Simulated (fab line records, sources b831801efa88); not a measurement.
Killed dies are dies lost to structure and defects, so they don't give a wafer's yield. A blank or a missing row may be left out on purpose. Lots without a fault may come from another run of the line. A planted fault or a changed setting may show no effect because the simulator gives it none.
Chamber matching | flow sky130 | SKY_CAPM_CVD_00 on pecvd-04: 3 sister chambers
The step deposits SiO2, target thk 15.5 nm. 6 wafers are shown with their chamber, then 10 later ones without.

WAFERS WITH THEIR CHAMBER
wafer  | chamber | heater_power_w (W)
L083.5 | 2       | 959
L085.1 | 2       | 1147
L085.3 | 1       | 817
L085.4 | 0       | 741
L088.2 | 0       | 769
L088.4 | 1       | 762

WAFERS WITHOUT THEIR CHAMBER
wafer  | heater_power_w (W)
L088.6 | 742
L092.4 | 707
L092.5 | 809
L092.6 | 725
L094.3 | 1026
L094.5 | 706
L094.6 | 763
L095.1 | 700
L095.4 | 765
L095.5 | 1019

WHICH CHAMBER EACH WENT THROUGH
wafer  | from the rows above     | in truth
L088.6 | can't be placed: 0 or 1 | 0
L092.4 | can't be placed: 0 or 1 | 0
L092.5 | can't be placed: 1 or 0 | 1
L092.6 | can't be placed: 0 or 1 | 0
L094.3 | 2                       | 2
L094.5 | can't be placed: 0 or 1 | 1
L094.6 | can't be placed: 0 or 1 | 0
L095.1 | can't be placed: 0 or 1 | 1
L095.4 | can't be placed: 0 or 1 | 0
L095.5 | 2                       | 2
Placed correctly: 2 of 10. Can't be placed from these rows: 8 (the true chamber is among the candidates in 8). Placed wrongly: 0.
How it was worked out, from the rows above alone: a wafer's distance from a chamber is the root of the sum, over the readings, of the square of ((its reading less the chamber's mean) divided by the reading's scatter). The wafer belongs to the nearest chamber; if the next one is less than 2 further off, it can't be placed. A chamber's mean is the mean of its shown wafers. The scatter: the root of (the sum of the squares of (reading less its chamber's mean) over the shown wafers, divided by (wafers less chambers)).
